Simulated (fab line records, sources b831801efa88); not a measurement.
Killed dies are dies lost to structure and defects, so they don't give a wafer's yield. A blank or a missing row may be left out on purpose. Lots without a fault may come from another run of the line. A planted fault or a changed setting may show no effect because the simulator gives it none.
Chamber matching | flow sky130 | SKY_POLY_GATE_ETCH_15 on rie_diel-03: 4 sister chambers
The step etches BARC in N2/H2, stops on SiO2, time 118.5 s, target depth 110 nm. 4 wafers are shown with their chamber, then 8 later ones without.

WAFERS WITH THEIR CHAMBER
wafer  | chamber | drypump_motor_current_A (A)
L566.1 | 2       | 5.90
L567.2 | 0       | 5.67
L567.6 | 1       | 6.25
L568.1 | 3       | 5.94

WAFERS WITHOUT THEIR CHAMBER
wafer  | drypump_motor_current_A (A)
L568.4 | 6.28
L568.6 | 5.89
L569.2 | 5.93
L569.4 | 5.67
L569.5 | 5.91
L573.1 | 5.95
L573.4 | 6.25
L573.6 | 5.70

WHICH CHAMBER EACH WENT THROUGH
wafer  | from the rows above     | in truth
L568.4 | 1                       | 1
L568.6 | 2                       | 2
L569.2 | can't be placed: 3 or 2 | 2
L569.4 | 0                       | 0
L569.5 | can't be placed: 2 or 3 | 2
L573.1 | 3                       | 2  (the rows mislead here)
L573.4 | 1                       | 1
L573.6 | 0                       | 0
Placed correctly: 5 of 8. Can't be placed from these rows: 2 (the true chamber is among the candidates in 2). Placed wrongly: 1.
How it was worked out, from the rows above alone: a wafer's distance from a chamber is the root of the sum, over the readings, of the square of ((its reading less the chamber's mean) divided by the reading's scatter). The wafer belongs to the nearest chamber; if the next one is less than 2 further off, it can't be placed. A chamber's mean is the mean of its shown wafers. The scatter: with one shown wafer a chamber, the root of the mean of the squares of how far each hidden wafer lies from its nearest shown one.
